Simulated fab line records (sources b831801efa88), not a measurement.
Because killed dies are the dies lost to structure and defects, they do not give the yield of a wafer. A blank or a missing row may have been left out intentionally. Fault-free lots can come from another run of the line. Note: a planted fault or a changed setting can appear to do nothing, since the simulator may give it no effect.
fab line records | flow sky130
record lots=6 | wafers=18 | last_day=50
route steps=708 shown VIA4@652 METAL5@661
lots that met no fault: taken from a fault-free run of the same line
start_h: the number of hours between the record's first day and the start of the first shown wafer of the lot | wait_h: hours from the lot's prior step to this one | " identical to the entry in the row above | L1.1+2: a row that stands for several wafers | - no value, or no start given | * or withheld: withheld | < > ~ a bound
route shown NAME@n: NAME is a module with steps in the file, n the number in the route of the first one | usual: average and standard deviation across the fault-free wafers | same: alike in all rows | chamber/n: place in a boat | sites: readings site by site | _std_site: how widely they spread, as a standard deviation | _edge_site: outer sites' mean less inner sites' | radius_mm: for every site, how far away it sits from the centre of the wafer | mask NAME#n: copy n | behind: the last tool/chamber to shape the wafer | hold: what put the lot on hold/how long, in hours/how the hold closed | device: the transistor (n, p or np) that didn't switch | end of line: at the end of the route, the tests of the same wafers | a step with no rows: only its recipe | killed: at the first sort, the dies lost to defects and structure; wafer yield is something else | map: dies across one wafer; x = killed, . = not, _ = none there
set.NAME: the setting that was run; set.NAME@STEP: the one run at that earlier step | model.NAME: the simulator's own value behind a step, which no gauge read
lots at some steps of the route; a table a step, a row a wafer
services: from which hour (start_h, from the record's first day; less than 0 if before it) a tool's chamber was out of use, for how many hours, and why
## steps
# step SKY_VIA4_STRIP_13
# recipe chemistry=O2/N2 | power_w=1400 | pressure_mtorr=1500 | platen_temp_c=withheld | o2_flow_sccm=3000 | n2_flow_sccm=300 | overash_fraction=0.5
# step SKY_VIA4_STRIP_14
# recipe chemistry=post_etch_residue_remover | time_s=1200 | temp_c=72.5
# step SKY_VIA4_CLEAN_15
# recipe chemistry=IPA | time_s=180 | temp_c=25
# step SKY_VIA4_CLEAN_16
# recipe chemistry=O3/DIW | dry=n2_spin
# step SKY_VIA4_SPUTTER_17
# recipe material=TiN | target_thk_nm=20 | chamber_pressure_pa=5 | power_w=4000 | time_s=80
# step SKY_VIA4_CVD_18
# recipe material=W | target_thk_nm=505 | time_s=152.14 | temp_c=400 | pressure_torr=40
# usual heater_power_w=870/100 | susceptor_temp_C=399.97/0.2
lot.wafer | tool     | chamber | start_h | wait_h | heater_power_w | susceptor_temp_C
L498.2    | cvd_w-01 | 1       | 1036.51 | 0.0    | 986            | 400.08
L498.3    | "        | 0       | "       | "      | 863            | 399.80
L498.5    | "        | 1       | "       | "      | 978            | 399.87
L499.1    | cvd_w-01 | 0       | 1053.51 | 0.0    | 834            | 400.23
L499.3    | "        | 1       | "       | "      | 992            | 400.31
L499.6    | "        | 0       | "       | "      | 825            | 400.15
L509.1    | cvd_w-01 | 1       | 1112.60 | 0.0    | 973            | 400.29
L509.4    | "        | 1       | "       | "      | 969            | 399.80
L509.5    | "        | 1       | "       | "      | 1001           | 399.83
L511.2    | cvd_w-01 | 0       | 1117.12 | 0.0    | 837            | 399.84
L511.3    | "        | 1       | "       | "      | 970            | 400.24
L511.6    | "        | 1       | "       | "      | 998            | 399.93
L514.1    | cvd_w-01 | 1       | 1134.92 | 0.0    | 956            | 400.13
L514.3    | "        | 0       | "       | "      | 838            | 400.29
L514.5    | "        | 1       | "       | "      | 983            | 400.23
L515.1    | cvd_w-01 | 0       | 1147.07 | 0.0    | 839            | 399.76
L515.2    | "        | 1       | "       | "      | 984            | 400.29
L515.6    | "        | 1       | "       | "      | 983            | 400.04
# step SKY_VIA4_RS_MEAS_19
# recipe thk_meas_gauge=four-point-probe | reads=W_of_VIA4_CVD_18+TiN_of_VIA4_SPUTTER_17
# usual VIA4_W_RS=0.2247/0.0019
lot.wafer | tool          | chamber | start_h | wait_h | VIA4_W_RS[ohm/sq]
L498.2    | film_metro-04 | -       | 1036.68 | 0.1    | 0.2247
L498.3    | "             | -       | "       | "      | 0.2234
L498.5    | "             | -       | "       | "      | 0.2258
L499.1    | film_metro-03 | -       | 1053.66 | 0.1    | 0.2245
L499.3    | "             | -       | "       | "      | 0.2262
L499.6    | "             | -       | "       | "      | 0.2275
L509.1    | film_metro-01 | -       | 1112.75 | 0.1    | 0.2261
L509.4    | "             | -       | "       | "      | 0.2255
L509.5    | "             | -       | "       | "      | 0.2244
L511.2    | film_metro-04 | -       | 1117.29 | 0.1    | 0.2226
L511.3    | "             | -       | "       | "      | 0.2220
L511.6    | "             | -       | "       | "      | 0.2264
L514.1    | film_metro-04 | -       | 1135.07 | 0.1    | 0.2255
L514.3    | "             | -       | "       | "      | 0.2227
L514.5    | "             | -       | "       | "      | 0.2263
L515.1    | film_metro-04 | -       | 1147.22 | 0.1    | 0.2196
L515.2    | "             | -       | "       | "      | 0.2257
L515.6    | "             | -       | "       | "      | 0.2235
# step SKY_VIA4_THK_MEAS_20
# recipe thk_meas_gauge=xrf | reads=W_of_VIA4_CVD_18
# usual VIA4_W_THK=509/6.2
lot.wafer | tool          | chamber | start_h | wait_h | VIA4_W_THK[nm]
L498.2    | film_metro-04 | -       | 1036.79 | 0.1    | 503
L498.3    | "             | -       | "       | "      | 504
L498.5    | "             | -       | "       | "      | 502
L499.1    | film_metro-03 | -       | 1053.78 | 0.1    | 504
L499.3    | "             | -       | "       | "      | 503
L499.6    | "             | -       | "       | "      | 499
L509.1    | film_metro-01 | -       | 1112.87 | 0.1    | 515
L509.4    | "             | -       | "       | "      | 519
L509.5    | "             | -       | "       | "      | 517
L511.2    | film_metro-04 | -       | 1117.40 | 0.1    | 511
L511.3    | "             | -       | "       | "      | 516
L511.6    | "             | -       | "       | "      | 503
L514.1    | film_metro-04 | -       | 1135.19 | 0.1    | 507
L514.3    | "             | -       | "       | "      | 513
L514.5    | "             | -       | "       | "      | 508
L515.1    | film_metro-04 | -       | 1147.34 | 0.1    | 521
L515.2    | "             | -       | "       | "      | 513
L515.6    | "             | -       | "       | "      | 514
# step SKY_VIA4_CMP_21
# recipe stop_on=SiO2 | t_overpolish_s=25 | down_force_psi=3.5 | platen_rpm=60 | target_thk_nm=0 | pad_velocity_m_s=0.94248
# usual edge_zone_pressure_frac=1.000/0.0051 | motor_current_A=11.6/1.1 | overpolish_run_s=25.001/0.0094 | time_to_endpoint_s=125/4.8
lot.wafer | tool   | chamber | start_h | wait_h | edge_zone_pressure_frac | motor_current_A | overpolish_run_s | time_to_endpoint_s
L498.2    | cmp-02 | 3       | 1036.84 | 0.0    | 0.996                   | 13.6            | 25.018           | 131
L498.3    | "      | 2       | "       | "      | 1.001                   | 12.1            | 25.008           | 118
L498.5    | "      | 3       | "       | "      | 1.004                   | 13.6            | 25.001           | 132
L499.3    | cmp-01 | 3       | 1053.89 | 0.1    | 0.999                   | 10.6            | 25.002           | 124
L499.1    | "      | 0       | "       | "      | 1.001                   | 10.6            | 24.998           | 129
L499.6    | "      | 3       | "       | "      | 0.999                   | 11.4            | 25.005           | 123
L509.1    | cmp-01 | 0       | 1112.93 | 0.1    | 0.993                   | 10.0            | 24.990           | 128
L509.4    | "      | 3       | "       | "      | 0.991                   | 11.1            | 25.010           | 130
L509.5    | "      | 0       | "       | "      | 0.997                   | 9.6             | 24.995           | 127
L511.3    | cmp-01 | 0       | 1117.55 | 0.1    | 0.998                   | 10.3            | 25.000           | 127
L511.2    | "      | 1       | "       | "      | 1.003                   | 11.7            | 24.983           | 126
L511.6    | "      | 2       | "       | "      | 0.997                   | 13.0            | 25.011           | 122
L514.3    | cmp-02 | 3       | 1135.25 | 0.0    | 1.004                   | 13.3            | 25.010           | 129
L514.1    | "      | 0       | "       | "      | 1.003                   | 11.8            | 25.002           | 125
L514.5    | "      | 0       | "       | "      | 0.991                   | 11.5            | 25.005           | 120
L515.2    | cmp-02 | 0       | 1147.45 | 0.1    | 0.996                   | 10.9            | 24.989           | 123
L515.1    | "      | 1       | "       | "      | 0.992                   | 12.4            | 24.993           | 126
L515.6    | "      | 3       | "       | "      | 0.997                   | 13.1            | 25.010           | 132
# step SKY_METAL5_SPUTTER_00
# recipe material=Ti | target_thk_nm=15 | power_w=3000 | time_s=10 | chamber_pressure_pa=0.4
# step SKY_METAL5_SPUTTER_01
# recipe material=TiN | target_thk_nm=20 | power_w=6500 | time_s=16.7 | chamber_pressure_pa=0.4
# usual throttle_valve_pct=30.3/1.2
lot.wafer | tool           | chamber | start_h | wait_h | throttle_valve_pct
L498.2    | pvd_sputter-04 | -       | 1037.17 | 0.0    | 30.9
L498.3    | "              | -       | "       | "      | 31.2
L498.5    | "              | -       | "       | "      | 29.3
L499.1    | pvd_sputter-02 | -       | 1054.16 | 0.0    | 28.7
L499.3    | "              | -       | "       | "      | 32.2
L499.6    | "              | -       | "       | "      | 28.4
L509.1    | pvd_sputter-02 | -       | 1113.25 | 0.0    | 30.3
L509.4    | "              | -       | "       | "      | 28.7
L509.5    | "              | -       | "       | "      | 28.7
L511.2    | pvd_sputter-02 | -       | 1117.77 | 0.0    | 29.9
L511.3    | "              | -       | "       | "      | 32.2
L511.6    | "              | -       | "       | "      | 29.4
L514.1    | pvd_sputter-04 | -       | 1135.58 | 0.0    | 29.0
L514.3    | "              | -       | "       | "      | 31.4
L514.5    | "              | -       | "       | "      | 31.2
L515.1    | pvd_sputter-01 | -       | 1147.72 | 0.0    | 32.5
L515.2    | "              | -       | "       | "      | 29.3
L515.6    | "              | -       | "       | "      | 32.8
# step SKY_METAL5_SPUTTER_02
# recipe material=AlCu | target_thk_nm=1150 | power_w=10600 | time_s=61.2 | chamber_pressure_pa=0.4
# usual throttle_valve_pct=30.3/1.2
lot.wafer | tool           | chamber | start_h | wait_h | throttle_valve_pct
L498.2    | pvd_sputter-04 | -       | 1037.19 | 0.0    | 30.9
L498.3    | "              | -       | "       | "      | 30.8
L498.5    | "              | -       | "       | "      | 29.3
L499.1    | pvd_sputter-02 | -       | 1054.19 | 0.0    | 28.7
L499.3    | "              | -       | "       | "      | 32.2
L499.6    | "              | -       | "       | "      | 28.7
L509.1    | pvd_sputter-02 | -       | 1113.28 | 0.0    | 29.9
L509.4    | "              | -       | "       | "      | 28.3
L509.5    | "              | -       | "       | "      | 28.7
L511.2    | pvd_sputter-02 | -       | 1117.80 | 0.0    | 29.9
L511.3    | "              | -       | "       | "      | 32.3
L511.6    | "              | -       | "       | "      | 29.3
L514.1    | pvd_sputter-04 | -       | 1135.60 | 0.0    | 28.9
L514.3    | "              | -       | "       | "      | 31.4
L514.5    | "              | -       | "       | "      | 31.1
L515.1    | pvd_sputter-01 | -       | 1147.75 | 0.0    | 32.8
L515.2    | "              | -       | "       | "      | 29.2
L515.6    | "              | -       | "       | "      | 32.9
# step SKY_METAL5_SPUTTER_03
# recipe material=Ti | target_thk_nm=5 | power_w=3000 | time_s=3.3 | chamber_pressure_pa=0.3909
# usual throttle_valve_pct=30.3/1.2
lot.wafer | tool           | chamber | start_h | wait_h | throttle_valve_pct | model.Ti_of_METAL5_SPUTTER_03.thk_nm
L498.2    | pvd_sputter-04 | -       | 1037.24 | 0.0    | 30.8               | 5.157
L498.3    | "              | -       | "       | "      | 31.3               | 5.063
L498.5    | "              | -       | "       | "      | 29.6               | 5.03
L499.1    | pvd_sputter-02 | -       | 1054.24 | 0.0    | 28.4               | 4.945
L499.3    | "              | -       | "       | "      | 32.3               | 5.05
L499.6    | "              | -       | "       | "      | 28.7               | 4.995
L509.1    | pvd_sputter-02 | -       | 1113.33 | 0.0    | 29.9               | 7.617
L509.4    | "              | -       | "       | "      | 28.6               | 7.567
L509.5    | "              | -       | "       | "      | 28.6               | 7.57
L511.2    | pvd_sputter-02 | -       | 1117.85 | 0.0    | 29.9               | 7.563
L511.3    | "              | -       | "       | "      | 32.2               | 7.586
L511.6    | "              | -       | "       | "      | 29.5               | 7.573
L514.1    | pvd_sputter-04 | -       | 1135.65 | 0.0    | 29.1               | 4.924
L514.3    | "              | -       | "       | "      | 31.3               | 4.71
L514.5    | "              | -       | "       | "      | 31.1               | 4.789
L515.1    | pvd_sputter-01 | -       | 1147.80 | 0.0    | 32.7               | 5.051
L515.2    | "              | -       | "       | "      | 29.4               | 5.099
L515.6    | "              | -       | "       | "      | 32.7               | 5.056
# step SKY_METAL5_SPUTTER_04
# recipe material=TiN | target_thk_nm=70 | power_w=6500 | time_s=58.3 | chamber_pressure_pa=0.4
# usual throttle_valve_pct=30.3/1.2
lot.wafer | tool           | chamber | start_h | wait_h | throttle_valve_pct
L498.2    | pvd_sputter-04 | -       | 1037.26 | 0.0    | 30.8
L498.3    | "              | -       | "       | "      | 31.0
L498.5    | "              | -       | "       | "      | 29.4
L499.1    | pvd_sputter-02 | -       | 1054.26 | 0.0    | 28.6
L499.3    | "              | -       | "       | "      | 32.2
L499.6    | "              | -       | "       | "      | 28.6
L509.1    | pvd_sputter-02 | -       | 1113.35 | 0.0    | 30.2
L509.4    | "              | -       | "       | "      | 28.5
L509.5    | "              | -       | "       | "      | 28.4
L511.2    | pvd_sputter-02 | -       | 1117.87 | 0.0    | 30.2
L511.3    | "              | -       | "       | "      | 32.2
L511.6    | "              | -       | "       | "      | 29.6
L514.1    | pvd_sputter-04 | -       | 1135.67 | 0.0    | 28.7
L514.3    | "              | -       | "       | "      | 31.1
L514.5    | "              | -       | "       | "      | 31.1
L515.1    | pvd_sputter-01 | -       | 1147.82 | 0.0    | 32.9
L515.2    | "              | -       | "       | "      | 29.1
L515.6    | "              | -       | "       | "      | 32.8
## services
tool           | chamber | start_h | hours | kind
pvd_sputter-02 | 2       | 1016.67 | -     | consumable_replace:kit
pvd_sputter-02 | 2       | 1016.67 | 18.0  | scheduled_down
pvd_sputter-02 | 2       | 1016.67 | 18.0  | vent_cycle
cmp-02         | -       | 1047.81 | 0.7   | repair
cvd_w-01       | -       | 1048.42 | 1.5   | repair
pvd_sputter-02 | -       | 1071.34 | 1.6   | repair
pvd_sputter-04 | -       | 1083.81 | 2.2   | repair
cmp-01         | -       | 1084.43 | 4.0   | pm
cmp-01         | -       | 1088.43 | -     | consumable_replace:conditioner
cmp-01         | -       | 1088.43 | -     | consumable_replace:pad
pvd_sputter-04 | 2       | 1106.77 | -     | consumable_replace:kit
pvd_sputter-04 | 2       | 1106.77 | 18.0  | scheduled_down
pvd_sputter-04 | 2       | 1106.77 | 18.0  | vent_cycle
pvd_sputter-01 | 2       | 1111.39 | -     | consumable_replace:kit
pvd_sputter-01 | 2       | 1111.39 | 18.0  | scheduled_down
pvd_sputter-01 | 2       | 1111.39 | 18.0  | vent_cycle
cmp-02         | -       | 1127.17 | 0.7   | repair
## key
first_sign none at tools or gauges
model_effect step=SKY_METAL5_SPUTTER_03 | value=Ti_of_METAL5_SPUTTER_03.thk_nm | without=4.994 | struck=7.579
met_at SKY_METAL5_SPUTTER_03
struck_wafers L509.1,L509.4,L509.5,L511.2,L511.3,L511.6
onset_between 1054.24 1113.33
also_fits SKY_VIA4_CMP_21:cmp-01,SKY_METAL5_SPUTTER_01:pvd_sputter-02,SKY_METAL5_SPUTTER_02:pvd_sputter-02
fault kind=process_parameter_drift | tool=pvd_sputter-02 | chamber=- | onset_h=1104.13 | steps=SKY_METAL5_SPUTTER_03 | channel=target_thk_nm | offset=2.5769 | shape=step | end_h=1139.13 | acts_in=these_recipes_only | stated=5
